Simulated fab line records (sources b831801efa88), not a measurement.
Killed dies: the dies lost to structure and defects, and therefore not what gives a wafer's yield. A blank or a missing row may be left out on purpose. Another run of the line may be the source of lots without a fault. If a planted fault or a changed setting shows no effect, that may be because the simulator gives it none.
Comparing a struck lot with a sound one ; flow sfq line ; 14 steps out of a route of 325
Sound: these wafers, L474.1, L474.5, L474.6. Wafers struck: L485.1, L485.4, L485.6. Last of all comes the cause.
Per side, at each step with rows, come the tool, then ch with its chambers, and then its first start. Under that, the readings that differ: sound wafers ; struck wafers ; difference of the means ; sigmas: that difference in standard deviations of wafers without a fault.
alike: readings whose means differ by less than 2 such deviations, and words and numbers that are the same on both sides. not compared: withheld readings, readings that some wafer has no value for, bounds like >300 that may hide the same value, and numbers for which the record gives no deviation and whose values overlap.
Wherever a step has rows on one side only, a row that says differs or no value, or a row with sigmas, the two part there. Non-overlapping numbers with no deviation appear without sigmas and do not part them. A reading missing from all wafers of one side parts the sides only when that side holds two or more wafers.

SFQ_TRILAYER_M7_BARC_OPEN_METAL_ETCH_229: etches BARC in O2, target depth 125 nm, time 41.7 s.
  sound on rie metal-01 ch 0,1, day 82 06:14; struck on rie metal-02 ch 0,1, day 87 06:17
  alike: drypump motor current A, oes product au
  not compared: rf hours counter h
SFQ_TRILAYER_M7_ETCH_METAL_ETCH_180: etches Nb in Cl2/Ar, stops on SiO2, target depth 240 nm, time 120 s.
  sound on rie metal-01 ch 0,1, day 82 06:18; struck on rie metal-02 ch 0,1, day 87 06:21
  alike: drypump motor current A, oes product au
  not compared: rf hours counter h
SFQ_TRILAYER_M7_STRIP_STRIP_181: strips in O2.
  sound on rie metal-01 ch 0,1, day 82 06:25; struck on rie metal-02 ch 0,1, day 87 06:28
  alike: drypump motor current A, oes product au
  not compared: rf hours counter h
then, 1 step without rows for these wafers: SFQ_TRILAYER_M7_STRIP_SOLV_CLEAN_182 (cleans in NMP, time 600 s).
SFQ_TRILAYER_I7_DEP_PECVD_183: deposits SiO2 from SiH4/N2O, time 111.11 s, target thk 500 nm.
  sound on pecvd-03 ch 0,2, day 82 07:12; struck on pecvd-01 ch 0,2, day 87 07:15
  alike: heater power w, throttle valve pct
then, 1 step without rows for these wafers: SFQ_TRILAYER_I7_CMP_CMP_184 (polishes SiO2).
SFQ_I7_BOW_MEAS_946:
  sound: film metro-04 at day 82 10:19; struck: film metro-02 at day 87 10:20
  alike: I7_BOW
SFQ_TRILAYER_I7_METRO_MEASURE_185:
  sound: film metro-04 at day 82 10:26; struck: film metro-02 at day 87 10:27
  alike: thk nm
then, 4 steps without rows for these wafers: SFQ_TRILAYER_I7_VIA_LITHO_COAT_192 (resist thk 62 nm); SFQ_TRILAYER_I7_VIA_LITHO_COAT_187 (resist thk 650 nm); SFQ_TRILAYER_I7_VIA_LITHO_SOFTBAKE_191; SFQ_TRILAYER_I7_VIA_LITHO_EXPOSE_188 (exposes mask I7, target cd 1000 nm).
SFQ_TRILAYER_I7_VIA_LITHO_PEB_190: peb time 60 s.
  struck on litho track-02, day 87 13:36; sound on litho track-04 ch 0, day 82 13:35
  no value came back on the struck wafers for chill plate temp C (C), exhaust pa (Pa); on the sound wafers chill plate temp C (C) reads 23.03 23.22 23.14
then, 1 step without rows for these wafers: SFQ_TRILAYER_I7_VIA_LITHO_DEVELOP_189 (time 60 s).

## WHERE THEY PART
Only at SFQ_TRILAYER_I7_VIA_LITHO_PEB_190, as far as this record shows.

WHY: the cause the simulator had injected
Skipped step whole: litho track-02, from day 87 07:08 on, at SFQ_TRILAYER_I7_VIA_LITHO_PEB_190. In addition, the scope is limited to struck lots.
